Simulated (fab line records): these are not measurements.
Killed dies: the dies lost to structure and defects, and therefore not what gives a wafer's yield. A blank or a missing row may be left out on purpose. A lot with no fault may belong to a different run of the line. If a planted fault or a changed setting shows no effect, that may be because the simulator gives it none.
fab line records ; flow sky130
record lots=5; wafers=15; lastDay=50
route steps=708 shown CONTACT@422 METAL1@434 PAD_OPEN@708
lots that met no fault: from a run of the same line without faults
startH: hours from the record's opening day to when the first of the lot's shown wafers began ; waitH: hours since the lot's step before ; " same as the row above ; L1.1+2: a single row standing in for several wafers ; - either no value or no given start ; * or withheld: withheld ; < > ~ a bound
route shown NAME@n: NAME is a module with steps in the file, n the number in the route of the first one ; usual: average and standard deviation across the fault-free wafers ; same: alike in all rows ; chamber/n: place in a boat ; sites: each site's reading ; _std_site: the values' standard deviation ; _edge_site: outer sites' mean less inner sites' ; radiusMm: how far each site lies from the wafer's centre ; mask NAME#n: copy n ; behind: the last tool/chamber to shape the wafer ; hold: reason for holding the lot/hours on hold/outcome of the hold ; device: which transistor (n, p or np) failed to switch ; end of line: the tests these same wafers got at the end of their route ; step lacking rows: just its recipe ; killed: dies that structure and defects cost at the first sort, which is not the same as the wafer's yield ; map: a wafer's dies, x killed, . not, _ none there
set.NAME: the setting that was run; set.NAME@STEP: the one run at that earlier step ; model.NAME: the simulator's own value behind a step, which no gauge read
lots at some steps of the route; a table a step, a row a wafer
services: the hour from which a tool's chamber was out of use, counted from the record's first day as startH (under 0 if before that day), plus the number of hours and why
## steps
# step SKY_CONTACT_ETCH_16
# recipe chemistry=N2/H2; target=BARC; ionEnergyEv=200; sourceW=500; biasW=100; pressureMtorr=30; n2FlowSccm=100; h2FlowSccm=200; stopOn=SiO2; timeS=45.9; targetDepthA=600
# step SKY_CONTACT_ETCH_17
# recipe target=SiO2; chemistry=C4F8/O2/Ar; stopOn=Si3N4; maskMaterial=KrF-thick; sourceW=1500; biasW=1200; pressureMtorr=40; c4f8FlowSccm=withheld; O2_flow_sccm=6; Ar_flow_sccm=300; timeS=withheld; targetDepthA=3400
# usual chamberPressureMTorr=40.00/0.035; oesProductAu=0.892/0.0049; rfFwdPowerW=1488/5.7
lot.wafer;tool;chamber;startH;waitH;chamberPressureMTorr;oesProductAu;rfFwdPowerW
L612.1;rieDiel-03;2;731.01;0.0;39.96;0.892;1488
L612.2;rieDiel-03;0;731.01;0.0;40.03;0.892;1484
L612.3;rieDiel-03;1;731.01;0.0;40.06;0.904;1495
L617.1;rieDiel-03;2;783.08;0.0;39.98;0.897;1486
L617.3;rieDiel-03;0;783.08;0.0;39.98;0.901;1487
L617.6;rieDiel-03;3;783.08;0.0;39.99;0.896;1482
L628.3;rieDiel-02;0;861.18;0.0;39.96;0.893;1486
L628.4;rieDiel-02;2;861.18;0.0;39.98;0.885;1489
L628.6;rieDiel-02;3;861.18;0.0;40.02;0.897;1494
L629.2;rieDiel-04;0;868.03;0.0;39.96;0.897;1494
L629.3;rieDiel-04;3;868.03;0.0;40.02;0.892;1475
L629.5;rieDiel-04;2;868.03;0.0;39.99;0.892;1488
L635.2;rieDiel-04;0;906.96;0.0;40.00;0.896;1481
L635.3;rieDiel-04;2;906.96;0.0;40.02;0.889;1492
L635.5;rieDiel-04;0;906.96;0.0;39.99;0.897;1494
# step SKY_CONTACT_ETCH_18
# recipe target=Si3N4; chemistry=CHF3/O2; stopOn=TiN; sourceW=600; biasW=200; pressureMtorr=40; chf3FlowSccm=50; O2_flow_sccm=5; timeS=39; targetDepthA=750
# step SKY_CONTACT_STRIP_19
# recipe chemistry=O2/N2; powerW=1400; pressureMtorr=1500; platenTempC=withheld; o2FlowSccm=3000; n2FlowSccm=300; overashFraction=0.5
# usual chamberPressureMTorr=1500.1/1.3; drypumpMotorCurrentA=6.1/0.48; oesProductAu=0.381/0.0044; stripTimeToEndpointS=3.617/0.027
lot.wafer;tool;chamber;startH;waitH;chamberPressureMTorr;drypumpMotorCurrentA;oesProductAu;rfHoursCounterH;stripTimeToEndpointS
L612.1;plasmaAsher-01;0;731.10;-;1500.0;6.6;0.388;31;3.634
L612.2;plasmaAsher-01;1;731.10;-;1499.8;6.0;0.377;31;3.610
L612.3;plasmaAsher-01;1;731.10;-;1499.1;6.0;0.388;-;3.609
L617.1;plasmaAsher-01;1;783.17;-;1499.2;6.0;0.377;36;3.544
L617.3;plasmaAsher-01;0;783.17;-;1501.0;6.6;0.379;-;3.575
L617.6;plasmaAsher-01;0;783.17;-;1498.7;6.6;0.387;-;3.612
L628.3;plasmaAsher-02;1;861.30;-;1499.0;5.4;0.379;-;3.643
L628.4;plasmaAsher-02;0;861.30;-;1500.3;5.6;0.380;-;3.559
L628.6;plasmaAsher-02;1;861.30;-;1499.8;5.4;0.383;-;3.599
L629.2;plasmaAsher-01;0;868.12;-;1499.2;6.6;0.378;44;3.652
L629.3;plasmaAsher-01;1;868.12;-;1498.8;6.0;0.378;-;3.585
L629.5;plasmaAsher-01;0;868.12;-;1499.4;6.6;0.381;-;3.600
L635.2;plasmaAsher-01;0;907.05;-;1500.7;6.6;0.388;48;3.655
L635.3;plasmaAsher-01;0;907.05;-;1498.9;6.6;0.378;-;3.604
L635.5;plasmaAsher-01;1;907.05;-;1500.4;6.0;0.380;-;3.642
# step SKY_CONTACT_STRIP_20
# recipe chemistry=postEtchResidueRemover; timeS=1200; tempC=72.5
# step SKY_CONTACT_CLEAN_21
# recipe chemistry=IPA; timeS=180; tempC=25
# step SKY_CONTACT_CLEAN_22
# recipe chemistry=O3/DIW; dry=n2Spin
# step SKY_CONTACT_SPUTTER_23
# recipe material=TiN; targetThkNm=20; chamberPressurePa=5; powerW=4000; timeS=80
# usual throttleValvePct=29.7/0.81
# same timeS=80
lot.wafer;tool;chamber;startH;waitH;throttleValvePct
L612.1;pvdSputter-04;-;731.70;0.0;29.1
L612.2;pvdSputter-04;-;731.70;0.0;30.5
L612.3;pvdSputter-04;-;731.70;0.0;28.5
L617.1;pvdSputter-01;-;783.79;0.0;31.1
L617.3;pvdSputter-01;-;783.79;0.0;29.9
L617.6;pvdSputter-01;-;783.79;0.0;29.5
L628.3;pvdSputter-04;-;861.87;0.0;29.6
L628.4;pvdSputter-04;-;861.87;0.0;30.2
L628.6;pvdSputter-04;-;861.87;0.0;29.4
L629.2;pvdSputter-04;-;868.74;0.0;29.5
L629.3;pvdSputter-04;-;868.74;0.0;28.4
L629.5;pvdSputter-04;-;868.74;0.0;29.3
L635.2;pvdSputter-01;-;907.65;0.0;29.2
L635.3;pvdSputter-01;-;907.65;0.0;30.2
L635.5;pvdSputter-01;-;907.65;0.0;29.1
# step SKY_CONTACT_CVD_24
# recipe material=W; targetThkNm=340; timeS=102.12; tempC=400; pressureTorr=40
# usual heaterPowerW=894/86
# same timeS=102.12
lot.wafer;tool;chamber;startH;waitH;heaterPowerW
L612.1;cvdW-01;0;731.76;0.0;904
L612.2;cvdW-01;1;731.76;0.0;1025
L612.3;cvdW-01;0;731.76;0.0;897
L617.1;cvdW-01;1;783.85;0.0;960
L617.3;cvdW-01;1;783.85;0.0;1022
L617.6;cvdW-01;1;783.85;0.0;1002
L628.3;cvdW-02;0;861.97;0.1;840
L628.4;cvdW-02;1;861.97;0.1;749
L628.6;cvdW-02;0;861.97;0.1;831
L629.2;cvdW-02;0;868.80;0.0;869
L629.3;cvdW-02;1;868.80;0.0;754
L629.5;cvdW-02;1;868.80;0.0;786
L635.2;cvdW-01;1;907.72;0.0;1020
L635.3;cvdW-01;0;907.72;0.0;908
L635.5;cvdW-01;1;907.72;0.0;995
# step SKY_CONTACT_RS_MEAS_25
# recipe thkMeasGauge=four-point-probe; reads=W_of_CONTACT_CVD_24+TiN_of_CONTACT_SPUTTER_23
# usual CONTACT_W_RS=0.340/0.0032
lot.wafer;tool;chamber;startH;waitH;CONTACT_W_RS[ohm/sq]
L612.1;filmMetro-02;-;731.87;0.1;0.338
L612.2;filmMetro-02;-;731.87;0.1;0.340
L612.3;filmMetro-02;-;731.87;0.1;0.337
L617.1;filmMetro-02;-;783.96;0.1;0.337
L617.3;filmMetro-02;-;783.96;0.1;0.342
L617.6;filmMetro-02;-;783.96;0.1;0.338
L628.3;filmMetro-04;-;862.08;0.1;0.337
L628.4;filmMetro-04;-;862.08;0.1;0.338
L628.6;filmMetro-04;-;862.08;0.1;0.338
L629.2;filmMetro-02;-;868.93;0.1;0.337
L629.3;filmMetro-02;-;868.93;0.1;0.337
L629.5;filmMetro-02;-;868.93;0.1;0.340
L635.2;filmMetro-01;-;907.85;0.1;0.342
L635.3;filmMetro-01;-;907.85;0.1;0.340
L635.5;filmMetro-01;-;907.85;0.1;0.344
# step SKY_CONTACT_THK_MEAS_26
# recipe thkMeasGauge=xrf; reads=W_of_CONTACT_CVD_24
# usual CONTACT_W_THK=336/5.2
lot.wafer;tool;chamber;startH;waitH;CONTACT_W_THK[nm]
L612.1;filmMetro-02;-;731.99;0.1;342
L612.2;filmMetro-02;-;731.99;0.1;342
L612.3;filmMetro-02;-;731.99;0.1;343
L617.1;filmMetro-02;-;784.08;0.1;334
L617.3;filmMetro-02;-;784.08;0.1;331
L617.6;filmMetro-02;-;784.08;0.1;336
L628.3;filmMetro-04;-;862.18;0.1;343
L628.4;filmMetro-04;-;862.18;0.1;341
L628.6;filmMetro-04;-;862.18;0.1;339
L629.2;filmMetro-02;-;869.04;0.1;342
L629.3;filmMetro-02;-;869.04;0.1;342
L629.5;filmMetro-02;-;869.04;0.1;340
L635.2;filmMetro-01;-;907.96;0.1;331
L635.3;filmMetro-01;-;907.96;0.1;332
L635.5;filmMetro-01;-;907.96;0.1;329
# step SKY_CONTACT_CMP_27
# recipe stopOn=SiO2; tOverpolishS=15; downForcePsi=3.5; platenRpm=60; targetThkNm=0; padVelocityMS=0.94248
# usual motorCurrentA=11.5/1; overpolishRunS=15.000/0.0085; platenRpm=60.00/0.036; timeToEndpointS=81/3.2
lot.wafer;tool;chamber;startH;waitH;motorCurrentA;overpolishRunS;platenRpm;timeToEndpointS
L612.3;cmp-01;1;732.05;0.0;11.5;14.989;59.99;85
L612.1;cmp-01;3;732.05;0.0;11.1;15.007;60.00;89
L612.2;cmp-01;0;732.05;0.0;12.7;14.992;59.99;84
L617.1;cmp-02;3;784.19;0.1;12.2;15.002;60.02;84
L617.3;cmp-02;1;784.19;0.1;10.8;15.013;59.98;84
L617.6;cmp-02;2;784.19;0.1;12.5;14.998;60.03;85
L628.4;cmp-02;0;862.32;0.1;10.3;14.999;59.99;82
L628.3;cmp-02;1;862.32;0.1;10.5;14.986;59.99;85
L628.6;cmp-02;3;862.32;0.1;11.9;15.005;60.03;81
L629.2;cmp-01;1;869.09;0.0;11.0;15.016;60.00;78
L629.3;cmp-01;3;869.09;0.0;11.2;14.995;60.04;79
L629.5;cmp-01;1;869.09;0.0;12.2;14.994;59.98;77
L635.2;cmp-01;3;908.01;0.0;11.4;15.003;60.00;80
L635.3;cmp-01;0;908.01;0.0;12.3;15.011;59.97;81
L635.5;cmp-01;3;908.01;0.0;11.8;14.988;60.01;79
# step SKY_METAL1_SPUTTER_00
# recipe material=Ti; targetThkNm=15; powerW=3000; timeS=10; chamberPressurePa=0.4
# usual throttleValvePct=30.1/0.9
lot.wafer;tool;chamber;startH;waitH;throttleValvePct;model.Ti_of_METAL1_SPUTTER_00.thkNm
L612.1;pvdSputter-03;-;732.35;0.1;31.4;15.06
L612.2;pvdSputter-03;-;732.35;0.1;30.2;14.96
L612.3;pvdSputter-03;-;732.35;0.1;30.2;14.83
L617.1;pvdSputter-03;-;784.44;0.2;28.7;15.09
L617.3;pvdSputter-03;-;784.44;0.2;30.1;15.43
L617.6;pvdSputter-03;-;784.44;0.2;31.2;15.28
L628.3;pvdSputter-02;-;862.52;0.1;29.1;7.923
L628.4;pvdSputter-02;-;862.52;0.1;30.3;15.1
L628.6;pvdSputter-02;-;862.52;0.1;30.9;14.83
L629.2;pvdSputter-04;-;869.39;0.2;29.7;15.25
L629.3;pvdSputter-04;-;869.39;0.2;30.3;14.97
L629.5;pvdSputter-04;-;869.39;0.2;30.4;14.88
L635.2;pvdSputter-04;-;908.31;0.2;29.4;15.12
L635.3;pvdSputter-04;-;908.31;0.2;29.4;15.03
L635.5;pvdSputter-04;-;908.31;0.2;30.4;14.91
# step SKY_METAL1_SPUTTER_01
# recipe material=TiN; targetThkNm=20; powerW=6500; timeS=16.7; chamberPressurePa=0.4
# step SKY_PAD_OPEN_PROBE_99
# usual defectLimitedYield=82.8/2; killed_at_M0_to_M3=42/7.3; killed_at_M4_up=3.2/1.8; killedAtContacts=25/5.2; killedAtFrontEnd=15/4.6; killedAtOther=0.3/0.62; killedDies=85/9.9; killedOpen=46/7.1; killedShort=38/5.7; sort_bin_3_pad_short=0.9/0.42; sort_bin_5_function=10.0/1.5; sort_bin_6_memory=6.3/1.2; sortNPass=407/9.9; sortYieldPct=82.8/2
# same grossDies=492; killedAtBackSide=0; sort_bin_4_leakage[%]=0; sort_bin_8_speed[%]=0
lot.wafer;tool;chamber;startH;waitH;defectLimitedYield[%];killed_at_M0_to_M3;killed_at_M4_up;killedAtContacts;killedAtFrontEnd;killedAtOther;killedDies;killedOpen;killedShort;sort_bin_3_pad_short[%];sort_bin_5_function[%];sort_bin_6_memory[%];sortNPass;sortYieldPct[%]
L617.1;prober-01;-;1110.79;0.1;80.5;58;1;25;11;1;96;55;41;1.4;11.0;7.1;396;80.5
L617.3;prober-01;-;1110.89;0.2;81.3;43;8;30;11;0;92;55;35;0.6;10.4;7.7;400;81.3
L617.6;prober-01;-;1111.04;0.2;82.5;42;3;30;10;1;86;41;44;1.0;11.2;5.3;406;82.5
L628.3;prober-02;-;1168.82;0.2;82.5;39;4;28;15;0;86;52;34;0;10.8;6.7;406;82.5
L628.4;prober-02;-;1168.87;0.2;85.2;29;5;32;7;0;73;38;35;1.0;8.3;5.5;419;85.2
L628.6;prober-02;-;1168.97;0.2;83.7;47;7;18;8;0;80;46;34;1.0;10.0;5.3;412;83.7
L629.2;prober-01;-;1173.83;0.1;83.9;43;7;19;10;0;79;42;37;1.0;7.9;7.1;413;83.9
L629.3;prober-01;-;1173.88;0.2;84.8;34;5;23;13;0;75;40;35;0.6;8.7;5.9;417;84.8
L629.5;prober-01;-;1173.98;0.2;84.6;34;1;25;16;0;76;43;33;0.8;11.0;3.7;416;84.6
L635.2;prober-01;-;1197.10;0.1;81.9;49;2;23;15;0;89;59;30;0.8;9.6;7.7;403;81.9
L635.3;prober-01;-;1197.15;0.2;84.8;38;5;17;15;0;75;37;38;0.2;9.1;5.9;417;84.8
L635.5;prober-01;-;1197.25;0.2;82.1;42;3;29;14;0;88;51;37;0.4;10.8;6.7;404;82.1
# killed by level:class
L617.1 VIA1:geometricParticle:open=14 CONTACT:geometricParticle:open=13 VIA3:geometricParticle:open=11 METAL1:geometricParticle:short=7 VIA2:geometricParticle:open=7 METAL2:geometricParticle:short=6 VIA1:geometricParticle:short=5 SPACER:geometricParticle:short=4
L617.3 VIA1:geometricParticle:open=13 LI_CONTACT:geometricParticle:open=11 VIA2:geometricParticle:open=8 FIELD_ISO:geometricParticle:open=5 CONTACT:geometricParticle:short=5 METAL2:geometricParticle:short=5 METAL4:geometricParticle:short=5 LOCAL_INTERCONNECT:geometricParticle:short=4
L617.6 VIA1:geometricParticle:open=11 CONTACT:geometricParticle:open=8 LI_CONTACT:geometricParticle:open=7 LI_CONTACT:geometricParticle:short=6 VIA1:geometricParticle:short=6 METAL1:geometricParticle:short=5 CONTACT:geometricParticle:short=5 VIA2:geometricParticle:open=5
L628.3 CONTACT:geometricParticle:open=13 FIELD_ISO:geometricParticle:open=8 VIA3:geometricParticle:open=8 VIA1:geometricParticle:open=8 LI_CONTACT:geometricParticle:open=6 METAL1:geometricParticle:short=4 VIA1:geometricParticle:short=4 METAL2:geometricParticle:short=4
L628.4 CONTACT:geometricParticle:open=11 LI_CONTACT:geometricParticle:open=8 VIA3:geometricParticle:open=7 LOCAL_INTERCONNECT:geometricParticle:short=6 CONTACT:geometricParticle:short=6 VIA2:geometricParticle:open=6 METAL4:geometricParticle:short=4 FIELD_ISO:geometricParticle:short=3
L628.6 VIA1:geometricParticle:open=14 CONTACT:geometricParticle:open=9 VIA3:geometricParticle:open=8 VIA2:geometricParticle:open=6 METAL1:geometricParticle:short=5 METAL4:geometricParticle:short=4 CONTACT:geometricParticle:short=4 VIA1:geometricParticle:short=4
L629.2 VIA1:geometricParticle:open=11 CONTACT:geometricParticle:open=8 VIA3:geometricParticle:open=6 METAL4:geometricParticle:short=6 LI_CONTACT:geometricParticle:open=5 METAL1:geometricParticle:short=5 METAL2:geometricParticle:short=5 VIA1:geometricParticle:short=4
L629.3 CONTACT:geometricParticle:open=11 METAL1:geometricParticle:short=6 VIA1:geometricParticle:open=6 LI_CONTACT:geometricParticle:open=5 VIA1:geometricParticle:short=5 VIA3:geometricParticle:open=5 FIELD_ISO:geometricParticle:short=4 METAL4:geometricParticle:short=4
L629.5 CONTACT:geometricParticle:open=11 VIA1:geometricParticle:open=10 CONTACT:geometricParticle:short=6 VIA3:geometricParticle:open=5 VIA3:geometricParticle:short=5 FIELD_ISO:geometricParticle:short=4 POLY_GATE:geometricParticle:open=4 LI_CONTACT:geometricParticle:open=4
L635.2 VIA1:geometricParticle:open=15 CONTACT:geometricParticle:open=9 VIA2:geometricParticle:open=9 LI_CONTACT:geometricParticle:open=8 VIA1:geometricParticle:short=5 POLY_GATE:geometricParticle:open=4 POLY_GATE:geometricParticle:short=4 CONTACT:geometricParticle:short=4
L635.3 CONTACT:geometricParticle:open=6 VIA1:geometricParticle:open=6 VIA3:geometricParticle:open=6 VIA2:geometricParticle:open=5 METAL1:geometricParticle:short=5 VIA1:geometricParticle:short=5 FIELD_ISO:geometricParticle:open=4 SPACER:geometricParticle:short=4
L635.5 CONTACT:geometricParticle:open=14 VIA1:geometricParticle:open=9 VIA2:geometricParticle:open=7 VIA3:geometricParticle:open=6 FIELD_ISO:geometricParticle:short=5 VIA2:geometricParticle:short=5 LI_CONTACT:geometricParticle:short=4 LI_CONTACT:geometricParticle:open=4
## services
tool;chamber;startH;hours;kind
cvdW-01;-;708.46;1.1;repair
pvdSputter-01;-;713.10;1.4;repair
cmp-01;-;747.54;4.0;pm
rieDiel-03;3;750.63;8.4;repair
cmp-02;-;755.75;0.5;repair
cvdW-02;-;763.19;2.1;repair
rieDiel-04;-;772.19;1.5;repair
cmp-01;-;772.49;3.1;pm
cmp-02;-;773.42;0.5;repair
cvdW-01;-;784.96;0.7;repair
cmp-02;-;799.78;2.7;repair
cvdW-01;-;801.45;3.0;repair
rieDiel-04;3;803.63;8.8;repair
cmp-02;-;824.61;0.4;repair
cmp-02;-;826.13;1.7;repair
cmp-01;-;840.58;1.3;repair
cmp-01;-;840.75;2.0;repair
rieDiel-04;3;854.77;7.2;repair
cmp-02;-;858.63;2.8;repair
rieDiel-03;-;867.89;2.8;pm
cvdW-02;1;878.18;4.8;repair
plasmaAsher-01;-;882.03;5.1;repair
cvdW-01;-;905.72;0.9;repair
cvdW-01;0;908.10;5.6;repair
## key
firstSign none at tools or gauges
modelEffect step=SKY_METAL1_SPUTTER_00; value=Ti_of_METAL1_SPUTTER_00.thkNm; without=14.8; struck=7.923
metAt SKY_METAL1_SPUTTER_00
struckWafers L628.3
fault kind=processParameterDrift; tool=pvdSputter-02; chamber=-; onsetH=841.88; steps=SKY_METAL1_SPUTTER_00; channel=targetThkNm; offset=-6.8773; shape=step; endH=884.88; scope=struckWafersOnly; actsIn=theseRecipesOnly; stated=15
